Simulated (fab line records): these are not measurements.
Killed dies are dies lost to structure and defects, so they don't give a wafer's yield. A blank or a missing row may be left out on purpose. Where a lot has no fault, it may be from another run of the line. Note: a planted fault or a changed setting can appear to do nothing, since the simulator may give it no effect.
A struck lot beside a sound one ; flow gf180mcu ; 14 steps out of a route of 602
Sound: the wafers L965.2, L965.4, L965.6. Struck: wafers L953.3, L953.4, L953.5. The cause comes at the end.
Per side, at each step with rows, come the tool, then ch with its chambers, and then its first start. Under that, the readings that differ: sound wafers ; struck wafers ; difference of the means ; sigmas: that difference in standard deviations of wafers without a fault.
alike: readings whose means differ by less than 2 such deviations, and words and numbers that are the same on both sides. not compared: withheld readings, readings that some wafer has no value for, bounds like >300 that may hide the same value, and numbers for which the record gives no deviation and whose values overlap.
A row with sigmas, a row that says differs or no value, or rows on one side alone: a step with any of these is where the two part. When numbers do not overlap yet have no deviation, they are printed without sigmas and do not part them. A reading missing from all wafers of one side parts the sides only when that side holds two or more wafers.

first, 2 steps without rows for these wafers: GF_M1_PEB_12 (peb time 90 s); GF_M1_DEVELOP_13 (develop time 60 s).
GF_M1_CD_MEAS_14: the cd target is 230 nm.
  sound: cd-sem-02 at day 23 12:18; struck: cd-sem-02 at day 19 09:59
  alike: cd-nm
GF_M1_OVL_MEAS_15:
  sound: overlay-02 at day 23 12:25; struck: overlay-01 at day 19 10:05
  alike: M1_OVL
GF_M1_METAL_ETCH_16: etches the open film in Cl2/BCl3, stops on SiO2, target depth 750.8 nm, time 125.1 s.
  sound on rie-metal-04 ch 0,1, day 23 12:26; struck on rie-metal-04 ch 0,1, day 19 10:09
  alike: drypump-motor-current-A, oes-product-au, throttle-valve-pct
  not compared: rf-hours-counter-h
GF_M1_STRIP_17: strips in O2/N2.
  sound on plasma-asher-04 ch 0,1, day 23 12:34; struck on plasma-asher-04 ch 0,1, day 19 10:16
  alike: drypump-motor-current-A, heater-power-w, oes-product-au, strip-time-to-endpoint-s
  not compared: rf-hours-counter-h
then, 3 steps without rows for these wafers: GF_M1_STRIP_18 (strips in post etch residue remover, time 1200 s); GF_M1_CLEAN_19 (cleans in DIW); GF_V1_CVD_00 (deposits SiO2, target thk 600 nm, time 100 s).
GF_V1_THK_MEAS_01:
  sound: film-metro-01 at day 23 13:11; struck: film-metro-01 at day 19 10:56
  alike: V1_CVD_00_THK
GF_V1_CVD_02: deposits SiO2 from TEOS, target thk 850 nm, time 94.851 s.
  sound on pecvd-02 ch 0,2, day 23 13:14; struck on pecvd-02 ch 0,1, day 19 10:59
  alike: heater-power-w
GF_V1_THK_MEAS_03:
  sound: film-metro-01 at day 23 13:19; struck: film-metro-01 at day 19 11:04
  alike: V1_CVD_02_THK
GF_V1_CMP_04: polishes SiO2.
  sound on cmp-02 ch 1,2,3, day 23 13:25; struck on cmp-02 ch 1,3, day 19 11:07
  no value came back on the struck wafers for edge-zone-pressure-frac, head-pressure-psi (psi), motor-current-A (A), time-to-endpoint-s (s); on the sound wafers edge-zone-pressure-frac reads 1.001 0.999 0.990
reading;sound;struck;difference;sigmas
model.SiO2_of_V1_CVD_02.thk-nm (nm);631.2 632.8 632.3;855.8 863.2 852.1;+224.9;
GF_V1_BOW_MEAS_05:
  sound: film-metro-02 at day 23 13:41; struck: film-metro-04 at day 19 11:53
reading;sound;struck;difference;sigmas
V1_BOW (um);84 85 84;- - -;no value on the struck wafers;
  not compared: hold

== WHERE THEY PART ==
At GF_V1_CMP_04 first; at GF_V1_BOW_MEAS_05 last (within this record only).

WHY: what had been put in by the simulator
Step skipped in full: cmp-02, at GF_V1_CMP_04, from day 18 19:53 onward. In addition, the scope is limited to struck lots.
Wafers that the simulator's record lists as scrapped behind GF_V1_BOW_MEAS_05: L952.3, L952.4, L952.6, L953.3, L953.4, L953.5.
